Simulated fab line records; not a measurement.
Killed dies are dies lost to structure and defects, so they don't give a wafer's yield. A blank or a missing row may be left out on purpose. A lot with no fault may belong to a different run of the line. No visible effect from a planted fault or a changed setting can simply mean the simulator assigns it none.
fab line records	flow sky130
[record] lots = 6	wafers = 18	last-day = 50
route steps=708 shown VIA3@589 METAL4@598 PAD_OPEN@708
lots that met no fault: taken from a fault-free run of the same line
start-h: the number of hours between the record's first day and the start of the first shown wafer of the lot	wait-h: time in hours since the lot's previous step	" repeats the value in the row above	L1.1+2: a single row standing in for several wafers	- no value present, or no start provided	* or withheld: withheld	< > ~ a bound
route shown NAME@n: a module of which the file shows steps, and the number in the route of the first	usual: the fault-free wafers' mean and standard deviation	same: alike in all rows	chamber/n: place in a boat	sites: each site's reading	_std_site: the values' standard deviation	_edge_site: the outer-site mean with the inner-site mean subtracted	radius-mm: how far each site lies from the wafer's centre	mask NAME#n: copy n	behind: tool/chamber where the wafer was last shaped	hold: what put the lot on hold/how long, in hours/how the hold closed	device: which transistor (n, p or np) failed to switch	end of line: tests run on the same wafers once the route is complete	a step given without rows: its recipe and nothing more	killed: at the first sort, the dies lost to defects and structure; wafer yield is something else	map: dies across one wafer; x = killed, . = not, _ = none there
set.NAME: the setting that was run; set.NAME@STEP: the one run at that earlier step	model.NAME: the simulator's own value behind a step, which no gauge read
lots at selected steps of the route; one table per step, one row per wafer
services: from which hour (start-h, from the record's first day; less than 0 if before it) a tool's chamber was out of use, for how many hours, and why
[[steps]]
[step SKY_VIA3_STRIP_16]
[recipe] chemistry = O2/N2	power-w = 1400	pressure-mtorr = 1500	platen-temp-c = withheld	o2-flow-sccm = 3000	n2-flow-sccm = 300	overash-fraction = 0.5
[usual] drypump-motor-current-A = 5.9/0.39	oes-product-au = 0.402/0.0049	strip-time-to-endpoint-s = 4.13/0.046
[same] overash-fraction = 0.5
lot.wafer	tool	chamber	start-h	wait-h	drypump-motor-current-A	oes-product-au	rf-hours-counter-h	strip-time-to-endpoint-s
L547.1	plasma-asher-03	0	982.04	0.0	5.8	0.399	23	4.17
L547.2	"	1	"	"	6.4	0.406	23	4.14
L547.5	"	0	"	"	5.8	0.399	-	4.16
L555.1	plasma-asher-01	1	1023.77	0.0	5.5	0.397	117	4.05
L555.3	"	0	"	"	5.9	0.406	-	4.06
L555.5	"	0	"	"	5.9	0.404	-	4.05
L556.2	plasma-asher-03	0	1037.57	0.0	5.8	0.398	28	4.17
L556.3	"	0	"	"	5.8	0.400	-	4.12
L556.6	"	0	"	"	5.8	0.404	-	4.20
L557.1	plasma-asher-03	0	1040.54	0.0	5.8	0.409	28	4.13
L557.3	"	0	"	"	5.8	0.404	-	4.20
L557.4	"	1	"	"	6.5	0.405	-	4.18
L560.1	plasma-asher-03	1	1057.04	0.0	6.4	0.402	30	4.09
L560.2	"	0	"	"	5.8	0.401	30	4.15
L560.6	"	0	"	"	5.8	0.407	-	4.14
L562.3	plasma-asher-04	1	1072.92	0.1	5.2	0.404	-	4.16
L562.4	"	0	"	"	6.1	0.402	-	4.22
L562.6	"	0	"	"	6.1	0.405	-	4.21
[step SKY_VIA3_STRIP_17]
[recipe] chemistry = post-etch-residue-remover	time-s = 1200	temp-c = 72.5
[step SKY_VIA3_CLEAN_18]
[recipe] chemistry = IPA	time-s = 180	temp-c = 25
[step SKY_VIA3_CLEAN_19]
[recipe] chemistry = O3/DIW	dry = n2-spin
[step SKY_VIA3_SPUTTER_20]
[recipe] material = TiN	target-thk-nm = 20	chamber-pressure-pa = 5	power-w = 4000	time-s = 80
[step SKY_VIA3_CVD_21]
[recipe] material = W	target-thk-nm = 390	time-s = 117.31	temp-c = 400	pressure-torr = 40
[step SKY_VIA3_RS_MEAS_22]
[recipe] thk-meas-gauge = four-point-probe	reads = W_of_VIA3_CVD_21+TiN_of_VIA3_SPUTTER_20
[usual] VIA3_W_RS = 0.293/0.0062
lot.wafer	tool	chamber	start-h	wait-h	VIA3_W_RS[ohm/sq]
L547.1	film-metro-01	-	982.85	0.1	0.295
L547.2	"	-	"	"	0.301
L547.5	"	-	"	"	0.302
L555.1	film-metro-03	-	1024.54	0.1	0.296
L555.3	"	-	"	"	0.294
L555.5	"	-	"	"	0.294
L556.2	film-metro-01	-	1038.36	0.1	0.284
L556.3	"	-	"	"	0.282
L556.6	"	-	"	"	0.295
L557.1	film-metro-01	-	1041.32	0.1	0.298
L557.3	"	-	"	"	0.287
L557.4	"	-	"	"	0.300
L560.1	film-metro-03	-	1057.86	0.1	0.301
L560.2	"	-	"	"	0.297
L560.6	"	-	"	"	0.297
L562.3	film-metro-04	-	1073.71	0.1	0.293
L562.4	"	-	"	"	0.297
L562.6	"	-	"	"	0.295
[step SKY_VIA3_THK_MEAS_23]
[recipe] thk-meas-gauge = xrf	reads = W_of_VIA3_CVD_21
[usual] VIA3_W_THK = 385/8.5
lot.wafer	tool	chamber	start-h	wait-h	VIA3_W_THK[nm]
L547.1	film-metro-01	-	982.97	0.1	383
L547.2	"	-	"	"	376
L547.5	"	-	"	"	374
L555.1	film-metro-03	-	1024.66	0.1	383
L555.3	"	-	"	"	386
L555.5	"	-	"	"	387
L556.2	film-metro-01	-	1038.47	0.1	394
L556.3	"	-	"	"	395
L556.6	"	-	"	"	380
L557.1	film-metro-01	-	1041.44	0.1	375
L557.3	"	-	"	"	389
L557.4	"	-	"	"	372
L560.1	film-metro-03	-	1057.98	0.1	375
L560.2	"	-	"	"	379
L560.6	"	-	"	"	380
L562.3	film-metro-04	-	1073.81	0.1	388
L562.4	"	-	"	"	381
L562.6	"	-	"	"	381
[step SKY_VIA3_CMP_24]
[recipe] stop-on = SiO2	t-overpolish-s = 20	down-force-psi = 3.5	platen-rpm = 60	target-thk-nm = 0	pad-velocity-m-s = 0.94248
[usual] head-pressure-psi = 3.500/0.0074	motor-current-A = 11.2/1.1	overpolish-run-s = 20.000/0.0094	time-to-endpoint-s = 95/4.5
lot.wafer	tool	chamber	start-h	wait-h	head-pressure-psi	motor-current-A	overpolish-run-s	time-to-endpoint-s
L547.2	cmp-02	1	983.03	0.0	3.485	12.6	20.002	99
L547.1	"	2	"	"	3.489	11.2	19.997	94
L547.5	"	2	"	"	3.498	11.0	20.006	92
L555.3	cmp-01	1	1024.72	0.0	3.489	11.0	19.990	95
L555.1	"	2	"	"	3.502	11.4	20.010	93
L555.5	"	2	"	"	3.494	11.9	20.017	94
L556.2	cmp-02	0	1039.07	0.6	3.511	12.8	20.011	99
L556.3	"	1	"	"	3.508	12.6	20.008	102
L556.6	"	0	"	"	3.506	11.5	19.993	92
L557.1	cmp-02	3	1041.51	0.1	3.509	9.2	19.994	88
L557.3	"	0	"	"	3.505	12.5	20.000	95
L557.4	"	1	"	"	3.494	11.8	19.998	96
L560.1	cmp-01	0	1058.04	0.1	3.484	12.1	20.017	94
L560.2	"	1	"	"	3.494	10.5	19.984	93
L560.6	"	1	"	"	3.509	10.7	19.997	91
L562.3	cmp-01	0	1073.90	0.1	3.499	12.5	20.014	99
L562.4	"	1	"	"	3.493	10.4	19.993	95
L562.6	"	3	"	"	3.503	10.3	20.006	90
[step SKY_METAL4_SPUTTER_00]
[recipe] material = Ti	target-thk-nm = 15	power-w = 3000	time-s = 10	chamber-pressure-pa = 0.4
[usual] cathode-dc-power-W = 3000.0/0.5	chamber-pressure-pa = 0.3999/0.00075	throttle-valve-pct = 29.8/0.89
[same] time-s = 10
lot.wafer	tool	chamber	start-h	wait-h	cathode-dc-power-W	chamber-pressure-pa	throttle-valve-pct
L547.1	pvd-sputter-01	-	983.33	0.2	3000.1	0.3989	29.0
L547.2	"	-	"	"	2999.2	0.4001	30.8
L547.5	"	-	"	"	2999.1	0.4003	30.8
L555.1	pvd-sputter-04	-	1025.02	0.2	2999.9	0.4000	31.4
L555.3	"	-	"	"	3000.5	0.4010	29.7
L555.5	"	-	"	"	2999.6	0.4001	29.2
L556.2	pvd-sputter-03	-	1039.37	0.2	2999.8	0.3986	29.3
L556.3	"	-	"	"	2999.5	0.4007	31.1
L556.6	"	-	"	"	3000.2	0.4004	29.5
L557.1	pvd-sputter-03	-	1041.81	0.2	2999.9	0.4002	29.5
L557.3	"	-	"	"	3000.2	0.4015	31.1
L557.4	"	-	"	"	2999.8	0.4000	28.6
L560.1	pvd-sputter-01	-	1058.34	0.2	3000.4	0.3998	29.0
L560.2	"	-	"	"	3000.3	0.3992	29.0
L560.6	"	-	"	"	3000.0	0.3995	30.8
L562.3	pvd-sputter-01	-	1074.15	0.2	3000.4	0.4014	28.9
L562.4	"	-	"	"	3000.0	0.3985	29.8
L562.6	"	-	"	"	2999.3	0.4009	28.8
[step SKY_METAL4_SPUTTER_01]
[recipe] material = TiN	target-thk-nm = 20	power-w = 6500	time-s = 16.32	chamber-pressure-pa = 0.4
[usual] cathode-dc-power-W = 6499.9/1.2	chamber-pressure-pa = 0.4001/0.00078	throttle-valve-pct = 29.7/0.85
[same] time-s = 16.32
lot.wafer	tool	chamber	start-h	wait-h	cathode-dc-power-W	chamber-pressure-pa	throttle-valve-pct
L547.1	pvd-sputter-01	-	983.35	0.0	6500.9	0.4011	29.2
L547.2	"	-	"	"	6498.8	0.4000	30.7
L547.5	"	-	"	"	6498.1	0.4004	31.0
L555.1	pvd-sputter-04	-	1025.04	0.0	6499.7	0.3998	31.5
L555.3	"	-	"	"	6498.7	0.4003	29.4
L555.5	"	-	"	"	6497.3	0.4001	29.3
L556.2	pvd-sputter-03	-	1039.39	0.0	6498.5	0.3996	29.6
L556.3	"	-	"	"	6500.6	0.3994	31.2
L556.6	"	-	"	"	6500.3	0.4003	29.5
L557.1	pvd-sputter-03	-	1041.83	0.0	6501.2	0.4001	29.4
L557.3	"	-	"	"	6501.0	0.3990	30.9
L557.4	"	-	"	"	6499.6	0.3996	28.5
L560.1	pvd-sputter-01	-	1058.36	0.0	6500.1	0.4018	29.2
L560.2	"	-	"	"	6499.4	0.3995	29.2
L560.6	"	-	"	"	6499.2	0.3993	30.9
L562.3	pvd-sputter-01	-	1074.17	0.0	6497.8	0.4007	29.1
L562.4	"	-	"	"	6499.8	0.4000	29.6
L562.6	"	-	"	"	6499.4	0.4002	28.8
[step SKY_METAL4_SPUTTER_02]
[recipe] material = AlCu	target-thk-nm = 735	power-w = 10600	time-s = 39.1	chamber-pressure-pa = 0.4
[step SKY_METAL4_SPUTTER_03]
[recipe] material = Ti	target-thk-nm = 5	power-w = 3000	time-s = 3.3	chamber-pressure-pa = 0.4
[usual] cathode-dc-power-W = 3000.0/0.53	chamber-pressure-pa = 0.4000/0.00083	throttle-valve-pct = 29.7/0.87	time-s = 3.3/0
lot.wafer	tool	chamber	start-h	wait-h	cathode-dc-power-W	chamber-pressure-pa	throttle-valve-pct	time-s
L547.1	pvd-sputter-01	-	983.42	0.0	3000.9	0.3985	29.2	3.3
L547.2	"	-	"	"	3000.3	0.4003	31.0	3.3
L547.5	"	-	"	"	3000.4	0.3986	31.0	3.3
L555.1	pvd-sputter-04	-	1025.11	0.0	2999.1	0.4001	32.0	3.3
L555.3	"	-	"	"	3000.3	0.3984	29.5	3.3
L555.5	"	-	"	"	3000.4	0.4000	29.4	3.3
L556.2	pvd-sputter-03	-	1039.46	0.0	-	-	-	-
L556.3	"	-	"	"	-	-	-	-
L556.6	"	-	"	"	-	-	-	-
L557.1	pvd-sputter-03	-	1041.90	0.0	-	-	-	-
L557.3	"	-	"	"	-	-	-	-
L557.4	"	-	"	"	-	-	-	-
L560.1	pvd-sputter-01	-	1058.42	0.0	2999.9	0.4008	28.8	3.3
L560.2	"	-	"	"	2999.2	0.4014	29.1	3.3
L560.6	"	-	"	"	2999.7	0.4002	31.0	3.3
L562.3	pvd-sputter-01	-	1074.24	0.0	3000.0	0.3995	29.0	3.3
L562.4	"	-	"	"	3000.3	0.3995	29.9	3.3
L562.6	"	-	"	"	2999.9	0.3996	29.2	3.3
[step SKY_METAL4_SPUTTER_04]
[recipe] material = TiN	target-thk-nm = 70	power-w = 6500	time-s = 58.3	chamber-pressure-pa = 0.4
[usual] cathode-dc-power-W = 6500.1/1.2	chamber-pressure-pa = 0.3999/0.00079	throttle-valve-pct = 29.7/0.89
[same] time-s = 58.3
lot.wafer	tool	chamber	start-h	wait-h	cathode-dc-power-W	chamber-pressure-pa	throttle-valve-pct
L547.1	pvd-sputter-01	-	983.44	0.0	6500.7	0.3995	28.9
L547.2	"	-	"	"	6498.7	0.4001	31.1
L547.5	"	-	"	"	6499.0	0.3994	30.8
L555.1	pvd-sputter-04	-	1025.13	0.0	6499.6	0.4000	31.5
L555.3	"	-	"	"	6500.1	0.4011	29.2
L555.5	"	-	"	"	6499.1	0.3998	29.5
L556.2	pvd-sputter-03	-	1039.48	0.0	6499.1	0.3993	29.7
L556.3	"	-	"	"	6501.6	0.4008	31.1
L556.6	"	-	"	"	6501.1	0.4000	29.3
L557.1	pvd-sputter-03	-	1041.92	0.0	6498.9	0.3996	29.5
L557.3	"	-	"	"	6500.2	0.3992	31.0
L557.4	"	-	"	"	6498.9	0.4002	28.2
L560.1	pvd-sputter-01	-	1058.44	0.0	6500.8	0.4013	29.2
L560.2	"	-	"	"	6498.6	0.3994	29.0
L560.6	"	-	"	"	6500.4	0.3985	30.6
L562.3	pvd-sputter-01	-	1074.26	0.0	6499.3	0.3990	28.9
L562.4	"	-	"	"	6499.9	0.4005	29.5
L562.6	"	-	"	"	6499.7	0.4000	29.0
[step SKY_PAD_OPEN_PROBE_99]
[usual] defect-limited-yield = 82.8/1.9	killed_at_M0_to_M3 = 43/7.5	killed_at_M4_up = 2.8/1.8	killed-at-contacts = 24/5.3	killed-at-front-end = 14/4.2	killed-at-other = 0.3/0.54	killed-dies = 84/9.4	killed-open = 46/7.1	killed-short = 38/6.6	sort_bin_3_pad_short = 0.8/0.42	sort_bin_5_function = 10.1/1.4	sort_bin_6_memory = 6.2/1.1	sort-n-pass = 408/9.4	sort-yield-pct = 82.8/1.9
[same] gross-dies = 492	killed-at-back-side = 0	sort_bin_4_leakage[%] = 0	sort_bin_8_speed[%] = 0
lot.wafer	tool	chamber	start-h	wait-h	defect-limited-yield[%]	killed_at_M0_to_M3	killed_at_M4_up	killed-at-contacts	killed-at-front-end	killed-at-other	killed-dies	killed-open	killed-short	sort_bin_3_pad_short[%]	sort_bin_5_function[%]	sort_bin_6_memory[%]	sort-n-pass	sort-yield-pct[%]	model.etest.via4-chain.rc-ohm
L547.1	prober-01	-	1121.96	0.1	82.9	40	2	27	15	0	84	44	40	1.4	10.4	5.3	408	82.9	0.7935
L547.2	prober-01	-	1122.01	0.1	86.0	33	2	29	5	0	69	40	29	0.4	8.9	4.7	423	86.0	0.8113
L547.5	prober-01	-	1122.16	0.2	80.5	43	4	27	20	2	96	40	56	1.4	12.0	6.1	396	80.5	0.7994
L555.1	prober-01	-	1154.65	0.1	81.1	53	1	21	18	0	93	56	37	0.6	12.4	5.9	399	81.1	0.8094
L555.3	prober-01	-	1154.75	0.2	83.5	42	2	23	14	0	81	48	32	0.4	9.8	6.3	411	83.5	0.8015
L555.5	prober-01	-	1154.85	0.2	83.7	48	6	15	11	0	80	44	35	0.2	9.1	6.9	412	83.7	0.7893
L556.2	prober-01	-	1166.08	0.1	84.6	50	2	17	7	0	76	44	31	0.6	7.5	7.3	416	84.6	0.9393
L556.3	prober-01	-	1166.13	0.2	81.9	45	2	25	17	0	89	38	51	0.8	12.0	5.3	403	81.9	0.9061
L556.6	prober-01	-	1166.28	0.2	85.0	43	1	23	6	1	74	41	32	1.2	8.1	5.7	418	85.0	0.9579
L557.1	prober-02	-	1168.98	0.1	83.9	28	4	34	13	0	79	45	34	0.4	9.3	6.3	413	83.9	0.9281
L557.3	prober-02	-	1169.08	0.2	85.2	48	0	20	4	1	73	36	37	0.4	8.9	5.5	419	85.2	0.9148
L557.4	prober-02	-	1169.13	0.2	83.5	40	5	30	6	0	81	42	39	0	9.8	6.7	411	83.5	0.9369
L560.1	prober-02	-	1180.93	0.1	84.3	40	3	18	15	1	77	44	33	0.6	7.7	7.3	415	84.3	0.7732
L560.2	prober-02	-	1180.98	0.1	84.1	32	2	26	18	0	78	40	38	0.6	9.8	5.5	414	84.1	0.797
L560.6	prober-02	-	1181.18	0.2	82.1	52	5	24	7	0	88	51	37	1.2	11.8	4.9	404	82.1	0.7601
L562.3	prober-01	-	1192.41	0.2	85.4	33	1	24	14	0	72	41	31	0.2	10.2	4.3	420	85.4	0.807
L562.4	prober-01	-	1192.46	0.2	78.9	58	1	31	14	0	104	63	41	1.4	11.4	8.3	388	78.9	0.7876
L562.6	prober-01	-	1192.56	0.2	84.3	32	3	34	8	0	77	40	37	0.8	8.5	6.3	415	84.3	0.7573
// killed by level:class
L547.1 CONTACT:geometric-particle:open=16 VIA1:geometric-particle:open=8 METAL1:geometric-particle:short=7 POLY_GATE:geometric-particle:short=5 METAL2:geometric-particle:short=5 VIA3:geometric-particle:open=5 METAL3:geometric-particle:short=4 VIA3:geometric-particle:short=4
L547.2 CONTACT:geometric-particle:open=12 VIA3:geometric-particle:open=10 LI_CONTACT:geometric-particle:open=6 CONTACT:geometric-particle:short=6 METAL1:geometric-particle:short=6 METAL2:geometric-particle:short=5 VIA1:geometric-particle:open=4 VIA2:geometric-particle:open=4
L547.5 VIA1:geometric-particle:open=11 METAL1:geometric-particle:short=8 CONTACT:geometric-particle:short=6 LI_CONTACT:geometric-particle:open=6 CONTACT:geometric-particle:open=6 FIELD_ISO:geometric-particle:open=5 LOCAL_INTERCONNECT:geometric-particle:short=5 METAL3:geometric-particle:short=5
L555.1 VIA1:geometric-particle:open=12 VIA2:geometric-particle:open=11 CONTACT:geometric-particle:open=10 FIELD_ISO:geometric-particle:short=7 VIA3:geometric-particle:open=6 FIELD_ISO:geometric-particle:open=5 METAL1:geometric-particle:short=5 METAL2:geometric-particle:short=5
L555.3 VIA1:geometric-particle:open=10 LI_CONTACT:geometric-particle:open=9 VIA2:geometric-particle:open=7 LOCAL_INTERCONNECT:geometric-particle:short=6 METAL1:geometric-particle:short=5 VIA3:geometric-particle:open=5 METAL2:geometric-particle:short=4 POLY_GATE:geometric-particle:short=4
L555.5 METAL2:geometric-particle:short=9 VIA2:geometric-particle:open=9 VIA3:geometric-particle:open=7 LI_CONTACT:geometric-particle:open=6 METAL1:geometric-particle:short=6 VIA1:geometric-particle:open=6 CONTACT:geometric-particle:open=5 METAL4:geometric-particle:short=4
L556.2 VIA1:geometric-particle:open=16 VIA2:geometric-particle:open=8 LOCAL_INTERCONNECT:geometric-particle:short=6 METAL1:geometric-particle:short=6 VIA3:geometric-particle:open=6 CONTACT:geometric-particle:open=4 VIA1:geometric-particle:short=4 LI_CONTACT:geometric-particle:open=3
L556.3 VIA1:geometric-particle:open=10 CONTACT:geometric-particle:open=7 VIA1:geometric-particle:short=7 FIELD_ISO:geometric-particle:short=6 METAL1:geometric-particle:short=6 CONTACT:geometric-particle:short=6 LI_CONTACT:geometric-particle:open=5 METAL2:geometric-particle:short=5
L556.6 CONTACT:geometric-particle:open=13 VIA1:geometric-particle:open=8 VIA3:geometric-particle:open=7 VIA1:geometric-particle:short=6 VIA2:geometric-particle:open=6 METAL1:geometric-particle:short=5 LI_CONTACT:geometric-particle:open=5 CONTACT:geometric-particle:short=4
L557.1 CONTACT:geometric-particle:open=12 LI_CONTACT:geometric-particle:open=7 METAL2:geometric-particle:short=7 CONTACT:geometric-particle:short=6 VIA2:geometric-particle:open=6 VIA1:geometric-particle:open=5 FIELD_ISO:geometric-particle:open=4 VIA3:geometric-particle:open=4
L557.3 VIA2:geometric-particle:open=9 VIA1:geometric-particle:open=8 LI_CONTACT:geometric-particle:open=5 LOCAL_INTERCONNECT:geometric-particle:short=5 CONTACT:geometric-particle:open=5 VIA3:geometric-particle:short=5 METAL2:geometric-particle:short=5 VIA3:geometric-particle:open=5
L557.4 CONTACT:geometric-particle:open=10 LI_CONTACT:geometric-particle:open=9 VIA1:geometric-particle:open=8 METAL2:geometric-particle:short=8 VIA3:geometric-particle:open=6 LI_CONTACT:geometric-particle:short=4 LOCAL_INTERCONNECT:geometric-particle:short=4 METAL1:geometric-particle:short=4
L560.1 VIA1:geometric-particle:open=9 VIA2:geometric-particle:open=9 CONTACT:geometric-particle:open=7 VIA3:geometric-particle:open=6 FIELD_ISO:geometric-particle:open=4 FIELD_ISO:geometric-particle:short=4 POLY_GATE:geometric-particle:short=4 LI_CONTACT:geometric-particle:open=4
L560.2 LOCAL_INTERCONNECT:geometric-particle:short=7 CONTACT:geometric-particle:open=7 VIA2:geometric-particle:open=7 LI_CONTACT:geometric-particle:open=5 VIA1:geometric-particle:short=5 VIA1:geometric-particle:open=5 METAL2:geometric-particle:short=5 FIELD_ISO:geometric-particle:open=4
L560.6 VIA2:geometric-particle:open=9 CONTACT:geometric-particle:open=9 METAL1:geometric-particle:short=9 VIA1:geometric-particle:open=7 LI_CONTACT:geometric-particle:open=6 VIA3:geometric-particle:open=6 METAL2:geometric-particle:short=6 FIELD_ISO:geometric-particle:open=5
L562.3 VIA1:geometric-particle:open=16 LI_CONTACT:geometric-particle:open=6 CONTACT:geometric-particle:open=5 LOCAL_INTERCONNECT:geometric-particle:short=5 VIA2:geometric-particle:open=5 POLY_GATE:geometric-particle:short=4 LI_CONTACT:geometric-particle:short=4 FIELD_ISO:geometric-particle:short=3
L562.4 VIA1:geometric-particle:open=23 CONTACT:geometric-particle:open=16 METAL1:geometric-particle:short=8 FIELD_ISO:geometric-particle:short=6 VIA1:geometric-particle:short=6 METAL2:geometric-particle:short=6 LI_CONTACT:geometric-particle:open=5 VIA3:geometric-particle:open=5
L562.6 LOCAL_INTERCONNECT:geometric-particle:short=11 LI_CONTACT:geometric-particle:open=10 METAL1:geometric-particle:short=8 CONTACT:geometric-particle:open=8 VIA1:geometric-particle:open=7 VIA2:geometric-particle:open=5 VIA3:geometric-particle:open=3 CONTACT:geometric-particle:short=3
[[services]]
tool	chamber	start-h	hours	kind
cmp-02	-	961.35	8.5	repair
pvd-sputter-01	-	966.11	4.5	repair
pvd-sputter-04	-	972.43	3.3	repair
plasma-asher-01	-	974.02	2.8	pm
plasma-asher-04	-	989.81	3.2	repair
cmp-01	-	998.84	5.9	repair
pvd-sputter-01	-	1003.80	1.2	repair
cmp-01	-	1004.75	5.0	pm
cmp-02	-	1005.76	2.2	repair
cmp-01	-	1010.12	1.9	repair
pvd-sputter-03	-	1031.46	3.3	repair
cmp-01	-	1037.87	4.7	pm
plasma-asher-04	-	1042.11	15.6	pm
cmp-01	-	1044.21	0.6	repair
cmp-02	-	1051.98	3.5	pm
plasma-asher-01	-	1055.25	9.0	pm
plasma-asher-01	0	1055.25	9.0	vent-cycle
plasma-asher-01	1	1055.25	9.0	vent-cycle
plasma-asher-01	-	1057.84	0.8	repair
plasma-asher-01	0	1064.25	-	clean
plasma-asher-01	1	1064.25	-	clean
pvd-sputter-04	-	1071.87	23.0	repair
[[key]]
[first-sign] step = SKY_METAL4_SPUTTER_03	reading = tool-record	direction = missing
effect none on later readings
[model-effect] step = SKY_PAD_OPEN_PROBE_99	value = etest.via4-chain.rc-ohm	without = 0.8083	struck = 0.9305
met-at SKY_METAL4_SPUTTER_03
struck-wafers L556.2,L556.3,L556.6,L557.1,L557.3,L557.4
onset-between 1025.11 1039.46
[fault] kind = skipped-step-whole	tool = pvd-sputter-03,pvd-sputter-04	chamber = -	onset-h = 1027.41	steps = SKY_METAL4_SPUTTER_03	scope = struck-lots-only
